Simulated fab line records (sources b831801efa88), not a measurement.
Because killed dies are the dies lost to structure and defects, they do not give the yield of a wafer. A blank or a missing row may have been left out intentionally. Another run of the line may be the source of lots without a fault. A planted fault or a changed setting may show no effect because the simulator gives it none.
The tool behind it: which one? -- flow sky130 -- Sampling: 13 lots, 39 wafers, 5 of 708 route steps

WHAT THE GAUGES SHOWED, per wafer
SKY_VT_ADJUST_HVTP_CD_MEAS_07: the cd target is 380 nm.
lot,measured,on,cd_nm (nm)
L786,day 6 11:11,cd_sem-01,379.9 381.2 378.5
L787,day 6 17:16,cd_sem-01,379.9 379.4 382.6
L789,day 7 07:04,cd_sem-02,380.5 379.0 379.0
L790,day 7 11:28,cd_sem-02,379.4 377.8 380.0
L793,day 8 03:58,cd_sem-01,380.4 379.6 379.6
L794,day 8 12:17,cd_sem-02,380.8 382.0 381.8
L795,day 9 00:52,cd_sem-01,378.8 378.6 379.3
L796,day 9 06:31,cd_sem-01,379.0 379.1 378.6
L799,day 9 21:07,cd_sem-02,378.4 377.7 378.2
L800,day 10 05:29,cd_sem-02,382.0 376.6 382.0
L805,day 11 06:23,cd_sem-02,382.9 379.7 379.9
L806,day 11 12:14,cd_sem-02,378.5 374.6 375.9
L807,day 11 21:07,cd_sem-02,379.9 379.3 381.0

SKY_VT_ADJUST_HVTP_TW_MEAS_11.
lot,measured,on,VT_ADJUST_HVTP_TW
L786,day 6 11:35,film_metro-04,1374 1371 1365
L787,day 6 17:41,film_metro-02,1330 1330 1329
L789,day 7 07:27,film_metro-02,1333 1336 1329
L790,day 7 11:53,film_metro-02,1330 1336 1331
L793,day 8 04:23,film_metro-02,1334 1335 1334
L794,day 8 12:41,film_metro-04,1387 1382 1389
L795,day 9 01:15,film_metro-01,1351 1344 1349
L796,day 9 06:56,film_metro-01,1348 1343 1349
L799,day 9 21:32,film_metro-04,1386 1381 1381
L800,day 10 05:53,film_metro-01,1340 1344 1342
L805,day 11 06:47,film_metro-04,1377 1373 1372
L806,day 11 12:37,film_metro-02,1323 1321 1321
L807,day 11 21:30,film_metro-01,1355 1358 1357

SKY_VT_ADJUST_LVTN_TW_MEAS_21.
lot,measured,on,VT_ADJUST_LVTN_2_TW
L786,day 8 03:03,film_metro-04,191 192 192
L787,day 8 10:46,film_metro-03,186 187 187
L789,day 9 01:47,film_metro-04,190 191 192
L790,day 9 05:56,film_metro-04,190 191 191
L793,day 9 23:32,film_metro-03,188 189 190
L794,day 10 07:12,film_metro-02,184 185 185
L795,day 10 20:25,film_metro-03,189 187 188
L796,day 11 01:55,film_metro-03,190 189 189
L799,day 11 19:07,film_metro-03,209 209 207
L800,day 12 04:41,film_metro-02,204 204 204
L805,day 13 07:46,film_metro-04,191 192 191
L806,day 13 14:08,film_metro-04,190 191 190
L807,day 13 23:13,film_metro-02,185 184 184

SKY_VT_ADJUST_NCORE_OVL_MEAS_08.
lot,measured,on,VT_ADJUST_NCORE_OVL (nm)
L786,day 8 23:50,overlay-01,0.3 1.4 2.2
L787,day 9 07:23,overlay-01,-0.5 0.7 2.9
L789,day 9 23:09,overlay-02,0.7 3.1 1.9
L790,day 10 03:35,overlay-01,-0.5 -0.2 -0.4
L793,day 10 21:16,overlay-02,0.5 0.7 2.2
L794,day 11 04:54,overlay-02,-1.9 -0.3 -0.1
L795,day 11 20:02,overlay-02,1.1 1.8 2.3
L796,day 12 01:59,overlay-01,1.2 0.3 3.0
L799,day 12 19:01,overlay-01,1.3 -0.5 -0.4
L800,day 13 05:13,overlay-01,-0.8 1.4 2.2
L805,day 14 08:46,overlay-02,0.8 -0.8 -0.6
L806,day 14 16:00,overlay-01,2.1 3.7 1.5
L807,day 15 01:58,overlay-02,-0.1 1.5 0.4

WHAT TOOL EACH LOT RAN ON (gives the tool, then ch and the chambers of the sampled wafers, and finally the start)
lot,SKY_VT_ADJUST_LVTN_IMPLANT_19
L786,"implanter-03 ch 0, day 8 02:49"
L787,"implanter-03 ch 0, day 8 10:31"
L789,"implanter-02 ch 0, day 9 01:34"
L790,"implanter-04 ch 0, day 9 05:41"
L793,"implanter-02 ch 0, day 9 23:17"
L794,"implanter-04 ch 0, day 10 06:58"
L795,"implanter-04 ch 0, day 10 20:11"
L796,"implanter-02 ch 0, day 11 01:40"
L799,"implanter-04 ch 0, day 11 18:52"
L800,"implanter-04 ch 0, day 12 04:27"
L805,"implanter-03 ch 0, day 13 07:31"
L806,"implanter-02 ch 0, day 13 13:55"
L807,"implanter-02 ch 0, day 13 22:59"
- SKY_VT_ADJUST_LVTN_IMPLANT_19

AS READ BY THE TOOLS THEMSELVES (means over the sampled wafers that have a number; for cases with no such wafer, the mark the record gives instead)
SKY_VT_ADJUST_LVTN_IMPLANT_19.
lot,tool,dose_ions_cm2,faraday_current_uA
L786,implanter-03,6.498e+11,3.72
L787,implanter-03,6.499e+11,3.71
L789,implanter-02,6.499e+11,3.65
L790,implanter-04,6.510e+11,3.66
L793,implanter-02,6.502e+11,3.67
L794,implanter-04,6.500e+11,3.67
L795,implanter-04,6.489e+11,3.66
L796,implanter-02,6.504e+11,3.63
L799,implanter-04,9.263e+11,5.16
L800,implanter-04,9.252e+11,5.21
L805,implanter-03,6.500e+11,3.60
L806,implanter-02,6.504e+11,3.72
L807,implanter-02,6.503e+11,3.67

THE ANSWER, worked out from the rows above alone
Rule: the usual values come from the lots themselves. Put in order of their means at a reading, lots are off if they are a third of the lots or fewer, leave a main group of 4 or more, and stand apart from it by a gap of 3 or more times the standard deviation of the main group's means; of several such gaps the widest counts. The tables above print the reading to a certain number of digits; a main group whose means all agree to those digits is not used. Also off: a lot with no number at a reading for which 4 or more lots have one. Any other lot the step has rows for is counted as sound. Order of review: gauges by route order, followed by the tools' own readings, for which a lot's mean as printed above is used. The first step at which some lot is off is used, and at that step the reading that is off furthest; a lot without a number counts as furthest.
Off: at SKY_VT_ADJUST_LVTN_TW_MEAS_21 (VT_ADJUST_LVTN_2_TW), L799, L800. For the main group the mean is 189 and the standard deviation 2.5.
A tool fits if, at a process step before that reading, it ran every lot that is off, and no sound lot after the first of them. The gauges at SKY_VT_ADJUST_LVTN_TW_MEAS_21 aren't tried: what is off there is off at SKY_VT_ADJUST_LVTN_IMPLANT_19 too, on other tools, and a gauge's error can't cause that. One candidate fits, namely implanter-04 at SKY_VT_ADJUST_LVTN_IMPLANT_19. Its last sound lot is L795 (day 10 20:11), its first lot that is off L799 (day 11 18:52): a fault that began between those two fits.
The tool's own readings at SKY_VT_ADJUST_LVTN_IMPLANT_19 bear it out: on the lots that are off they differ by more than 5 times the standard deviation of the sound lots' means. dose_ions_cm2 reads 9.258e+11 there against 6.501e+11 on the sound lots; faraday_current_uA reads 5.19 there against 3.67 on the sound lots.

WHAT WAS PUT IN BY THE SIMULATOR
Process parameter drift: implanter-04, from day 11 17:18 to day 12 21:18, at SKY_VT_ADJUST_LVTN_IMPLANT_19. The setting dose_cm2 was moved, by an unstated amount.
Shown lots that were struck: L799, L800. This agrees with what the rule above found.
